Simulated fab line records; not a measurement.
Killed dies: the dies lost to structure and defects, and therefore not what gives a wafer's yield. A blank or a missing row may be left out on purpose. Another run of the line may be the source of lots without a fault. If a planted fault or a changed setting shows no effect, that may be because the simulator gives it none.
The tool behind it: which one? ; flow gf180mcu ; 30 wafers from 10 lots sampled at 5 of the route's 602 steps

WHAT EACH GAUGE READ, for each wafer
GF_VT_IMPLANT_OVL_MEAS_40.
lot;measured;on;VT_IMPLANT_03_OVL (nm)
L394;day 8 17:46;overlay-01;2.7 1.4 1.0
L395;day 8 22:58;overlay-01;-0.8 0.0 -0.3
L398;day 9 18:43;overlay-01;1.1 0.7 1.9
L402;day 10 21:32;overlay-02;0.7 -0.3 1.5
L404;day 11 08:37;overlay-01;-0.5 -0.9 0.8
L405;day 11 23:13;overlay-01;0.2 0.8 -1.6
L406;day 12 01:37;overlay-02;-1.5 -1.0 -0.2
L411;day 13 09:13;overlay-02;-0.5 -1.5 -2.3
L412;day 13 17:55;overlay-01;1.0 0.9 0.0
L413;day 13 21:34;overlay-01;-0.9 1.6 0.3

GF_VT_IMPLANT_TW_MEAS_43.
lot;measured;on;VT_IMPLANT_4_TW
L394;day 8 18:03;filmMetro-03;686 686 688
L395;day 8 23:15;filmMetro-01;699 701 696
L398;day 9 19:00;filmMetro-04;695 691 691
L402;day 10 21:50;filmMetro-04;691 690 692
L404;day 11 08:54;filmMetro-03;29 30 29
L405;day 11 23:30;filmMetro-04;30 30 30
L406;day 12 01:54;filmMetro-04;694 695 691
L411;day 13 09:30;filmMetro-03;683 682 682
L412;day 13 18:13;filmMetro-01;701 701 705
L413;day 13 21:52;filmMetro-04;691 694 694

TOOL THAT RAN EACH LOT (tool first, then ch and the chambers of the sampled wafers, then the start)
lot;GF_STI_ETCH_14;GF_VT_IMPLANT_STRIP_31;GF_VT_IMPLANT_STRIP_42
L394;rieSi-01 ch 1,2,3, day 2 21:31;plasmaAsher-04 ch 0,1, day 8 02:06;plasmaAsher-03 ch 0,1, day 8 17:56
L395;rieSi-02 ch 0,3, day 3 02:40;plasmaAsher-04 ch 0,1, day 8 06:50;plasmaAsher-04 ch 0,1, day 8 23:09
L398;rieSi-02 ch 0,2,3, day 3 18:19;plasmaAsher-03 ch 0,1, day 9 01:36;plasmaAsher-04 ch 0,1, day 9 18:54
L402;rieSi-02 ch 0,1, day 4 15:06;plasmaAsher-03 ch 0,1, day 10 03:59;plasmaAsher-03 ch 0,1, day 10 21:44
L404;rieSi-01 ch 0,1,3, day 5 01:31;plasmaAsher-03 ch 0,1, day 10 14:27;plasmaAsher-01 ch 0,1, day 11 08:48
L405;rieSi-02 ch 1,2, day 5 07:52;plasmaAsher-03 ch 0,1, day 11 04:12;plasmaAsher-01 ch 0,1, day 11 23:23
L406;rieSi-02 ch 0,1,2, day 5 11:40;plasmaAsher-01 ch 0,1, day 11 06:42;plasmaAsher-04 ch 1, day 12 01:47
L411;rieSi-01 ch 0,3, day 6 15:04;plasmaAsher-01 ch 0,1, day 12 13:18;plasmaAsher-01 ch 0,1, day 13 09:24
L412;rieSi-01 ch 0,1,3, day 6 19:34;plasmaAsher-03 ch 0,1, day 12 21:08;plasmaAsher-01 ch 0,1, day 13 18:07
L413;rieSi-02 ch 0,3, day 7 00:22;plasmaAsher-03 ch 0,1, day 13 00:47;plasmaAsher-01 ch 0,1, day 13 21:45
- GF_STI_ETCH_14: etches Si in HBr/Cl2/O2, target depth 360 nm, time 102.9 s.
- GF_VT_IMPLANT_STRIP_31: strips in O2/N2.
- GF_VT_IMPLANT_STRIP_42: strips in O2/N2.

AS READ BY THE TOOLS THEMSELVES (means over the sampled wafers that have a number; for cases with no such wafer, the mark the record gives instead)
GF_STI_ETCH_14.
lot;tool;drypumpMotorCurrentA (A);oesProductAu (a.u.);rfFwdPowerW (W);throttleValvePct (%)
L394;rieSi-01;6.2;1.000;599.5;25.663
L395;rieSi-02;6.1;0.998;595.7;25.666
L398;rieSi-02;6.0;0.995;598.6;25.653
L402;rieSi-02;6.1;0.998;597.6;25.662
L404;rieSi-01;6.4;1.007;596.2;25.649
L405;rieSi-02;5.8;0.997;597.4;25.654
L406;rieSi-02;6.0;1.005;598.1;25.656
L411;rieSi-01;6.4;1.008;596.5;25.665
L412;rieSi-01;6.3;1.007;597.1;25.648
L413;rieSi-02;6.0;1.002;596.6;25.656

GF_VT_IMPLANT_STRIP_31.
lot;tool;chamberPressureMTorr (mTorr);drypumpMotorCurrentA (A);heaterPowerW (W);oesProductAu (a.u.);stripTimeToEndpointS (s)
L394;plasmaAsher-04;1499.1;5.3;332;0.718;12.58
L395;plasmaAsher-04;1499.5;5.5;334;0.714;12.58
L398;plasmaAsher-03;1499.9;5.7;329;0.717;12.59
L402;plasmaAsher-03;1500.0;5.9;329;0.715;12.64
L404;plasmaAsher-03;-;-;-;-;-
L405;plasmaAsher-03;-;-;-;-;-
L406;plasmaAsher-01;1500.4;5.4;312;0.713;12.61
L411;plasmaAsher-01;1499.4;5.4;315;0.721;12.60
L412;plasmaAsher-03;1500.3;5.7;331;0.713;12.67
L413;plasmaAsher-03;1500.7;5.7;333;0.716;12.67

GF_VT_IMPLANT_STRIP_42.
lot;tool;chamberPressureMTorr (mTorr);drypumpMotorCurrentA (A);heaterPowerW (W);oesProductAu (a.u.);stripTimeToEndpointS (s)
L394;plasmaAsher-03;1499.9;5.97;331;0.719;12.68
L395;plasmaAsher-04;1498.9;5.48;335;0.718;12.64
L398;plasmaAsher-04;1499.9;5.47;335;0.714;12.64
L402;plasmaAsher-03;1500.2;5.96;334;0.717;12.68
L404;plasmaAsher-01;1499.1;5.38;322;0.724;27.63
L405;plasmaAsher-01;1499.4;5.45;317;0.724;27.62
L406;plasmaAsher-04;1498.4;5.62;339;0.714;12.68
L411;plasmaAsher-01;1499.6;5.39;317;0.713;12.57
L412;plasmaAsher-01;1499.3;5.38;323;0.713;12.68
L413;plasmaAsher-01;1498.6;5.46;315;0.716;12.60

THE ANSWER, worked out from the rows above alone
Rule: the usual values come from the lots themselves. Put in order of their means at a reading, lots are off if they are a third of the lots or fewer, leave a main group of 4 or more, and stand apart from it by a gap of 3 or more times the standard deviation of the main group's means; of several such gaps the widest counts. If all means in a main group match to the digits the tables above print for the reading, that group is not used. A lot without any number at a reading at which 4 lots or more have one is off too. Where the step has rows for the other lots, those lots are counted as sound. Order of review: gauges by route order, followed by the tools' own readings, for which a lot's mean as printed above is used. At the first step where some lot is off, the reading lying furthest off is the one used; lots without a number count as furthest.
Off: L404, L405, seen at GF_VT_IMPLANT_TW_MEAS_43 (VT_IMPLANT_4_TW). Main group: mean 692, sd 5.9.
If a tool, at a process step before that reading, ran all the lots that are off and no sound lot after the first of them, it fits. The gauges at GF_VT_IMPLANT_TW_MEAS_43 aren't tried: what is off there is off at GF_VT_IMPLANT_STRIP_31 too, on other tools, and a gauge's error can't cause that. None of those tried fits.

WHAT WAS PUT IN BY THE SIMULATOR
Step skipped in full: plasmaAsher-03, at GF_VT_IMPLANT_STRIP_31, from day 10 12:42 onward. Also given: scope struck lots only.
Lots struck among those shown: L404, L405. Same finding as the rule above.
